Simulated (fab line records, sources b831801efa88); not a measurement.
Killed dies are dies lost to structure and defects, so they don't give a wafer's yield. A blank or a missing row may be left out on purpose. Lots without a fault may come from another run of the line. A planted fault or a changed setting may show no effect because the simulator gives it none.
Problem report in the 8D (eight disciplines) form, filled by code | flow sky130 | the parts of the form that need people (team, actions taken, sign-off) are left out

1. THE PROBLEM
SD_N_RS at SKY_SD_N_RS_MEAS_16 reads a mean of 66.73 ohm/sq on 6 wafers of 2 lots; wafers without a fault read 68.54 ohm/sq with a standard deviation of 0.13. That is -14 standard deviations from the usual mean.
The step: measures by four-point-probe.
First seen on wafer L470.4, day 33 14:37, on film_metro-02. The record holds 36 wafers of 12 lots with a number at this step. Rule for "out", or "out of limits": more than 4 standard deviations from the usual mean. The other wafers with a number count as sound.

2. WHAT IT IS AND WHAT IT IS NOT
question                    | is                     | is not
which readings at this step | SD_N_RS                | -
which lots                  | L470, L472             | L456, L457, L458, L460, L461, L462, L463, L465, L467, L468
which wafers of those lots  | all that have a number | -
read on which gauges        | film_metro-02          | film_metro-03, film_metro-04
when                        | from day 33 14:37      | up to then (30 sound wafers)

3. SUSPECTS, AND WHAT RULES EACH OUT
Counting: a tool at a process step up to the reading stays a suspect if it ran every lot that is out and no sound lot after the first of them.
- the gauge at SKY_SD_N_RS_MEAS_16: ruled out. All the wafers that are out were read on film_metro-02, but those of them that SKY_SD_N_RTA_14 has rows for are out there too, on other tools.
- rtp_anneal-01 at SKY_SD_N_RTA_14 (time 2 s): kept. It ran every lot that is out, first L470 (day 33 14:25), and no sound lot after that; its last sound lot up to then is L467 (day 32 02:58). Its own readings are out on those wafers: wafer_temp_C_max.
Left after counting: rtp_anneal-01 at SKY_SD_N_RTA_14.

4. THE CAUSE (what the simulator had put in)
Process parameter drift: rtp_anneal-01, from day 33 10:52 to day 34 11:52, at SKY_SD_N_RTA_14. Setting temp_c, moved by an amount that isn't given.
Counting left only this tool.

5. THE CHAIN OF EFFECTS, in route order
Each row: a reading whose mean over the struck wafers that have a number lies more than 3 standard deviations from the usual. Only readings for which the record gives a usual standard deviation are gone through. hours: the time from each lot's start at the first step in this table that gives one to its start at this step, as a median over the lots. sigmas: the change in usual standard deviations.
hours | step                | reading          | usual        | on struck wafers | change | sigmas
0     | SKY_SD_N_RTA_14     | wafer_temp_C_max | 1078.1       | 1088.9           | +10.8  | +7.2
0     | SKY_SD_N_RS_MEAS_16 | SD_N_RS          | 68.54 ohm/sq | 66.73            | -1.81  | -14
0     | SKY_SD_N_RS_MEAS_17 | SD_P_RS          | 147.0 ohm/sq | 137.9            | -9.1   | -22
The process steps in it:
- SKY_SD_N_RTA_14: time 2 s.

6. WHAT WOULD HAVE CAUGHT IT SOONER
In this record the first reading out of limits at a measuring or inspecting step was taken at day 33 14:37, 4 hours after the fault began at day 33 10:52.
The tool's own readings at SKY_SD_N_RTA_14 were out on every struck wafer that the step has a row for (wafer_temp_C_max): an alarm limit on them would have fired on the first of those.
Of the lots that are out (2), L472 began SKY_SD_N_RTA_14 on rtp_anneal-01 after day 33 14:37. A hold on the tool at that time would have spared it.
